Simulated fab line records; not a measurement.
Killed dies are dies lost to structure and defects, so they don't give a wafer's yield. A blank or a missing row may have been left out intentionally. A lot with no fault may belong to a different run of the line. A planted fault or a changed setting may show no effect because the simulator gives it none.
A single fault, viewed from 2 desks / flow gf180mcu / only its own numbers are on each desk; what lay behind them is given at the end

## FROM THE METROLOGY DESK
Lot by lot, what the gauges showed, no matter which tool ran the lot: averages of those sampled wafers that carry a number. Marked OUT: a lot whose mean sits more than 4 standard deviations from the usual mean, which makes it out of limits; the brackets give that distance.
Columns: A = LVPWELL_RS at GF_VT_IMPLANT_RS_MEAS_48, usual 1197 ohm/sq
lot=L122; first seen here=day 7 21:58; A=1202
lot=L123; first seen here=day 8 03:01; A=1197
lot=L125; first seen here=day 8 16:37; A=1200
lot=L127; first seen here=day 9 06:26; A=1195
lot=L128; first seen here=day 9 13:10; A=1200
lot=L129; first seen here=day 9 20:47; A=1201
lot=L131; first seen here=day 10 09:17; A=1191
lot=L137; first seen here=day 12 01:53; A=1214 (+4.9) OUT
lot=L138; first seen here=day 12 07:52; A=1216 (+5.7) OUT
lot=L143; first seen here=day 13 19:17; A=1198
lot=L144; first seen here=day 14 00:32; A=1198
lot=L145; first seen here=day 14 08:41; A=1203
This desk's result: L137, L138 out of limits, first on L137 (LVPWELL_RS at GF_VT_IMPLANT_RS_MEAS_48), day 12 01:53. Within limits: L122, L123, L125, L127, L128, L129, L131, L143, L144, L145.

## TOOL OWNER'S DESK, implanter-02
For each lot that ran on this tool, the mean over its sampled wafers that have a number, from the tool's own readings at GF_LVPWELL_IMPLANT_09. Marked OUT: a lot whose mean sits more than 4 standard deviations from the usual mean, which makes it out of limits; the brackets give that distance.
Columns: A = tiltDeg at GF_LVPWELL_IMPLANT_09, usual 0.005 degrees
lot=L125; first seen here=day 4 15:16; A=0.011
lot=L127; first seen here=day 5 03:59; A=0.014
lot=L128; first seen here=day 5 08:55; A=-0.003
lot=L129; first seen here=day 5 13:37; A=0.001
lot=L131; first seen here=day 6 02:00; A=-0.030
lot=L137; first seen here=day 7 11:51; A=-0.005
lot=L138; first seen here=day 7 17:52; A=-0.001
This desk's verdict: no lot among the 7 shows anything out of limits.

## ALL TOGETHER
Metrology desk: alarm possible at day 12 01:53 on L137, L138.
The tool owner's desk saw nothing out of limits.
The tool owner's desk has L137, L138 on record, within its limits.
Every lot named ran GF_LVPWELL_IMPLANT_09 on implanter-02.

## WHAT THE SIMULATOR HAD INSERTED
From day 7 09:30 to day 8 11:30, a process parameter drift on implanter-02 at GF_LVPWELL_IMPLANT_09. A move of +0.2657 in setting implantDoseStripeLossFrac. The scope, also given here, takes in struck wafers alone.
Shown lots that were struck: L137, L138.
Delay in hours, fault start to first out-of-limits reading, per desk: metrology desk 112.
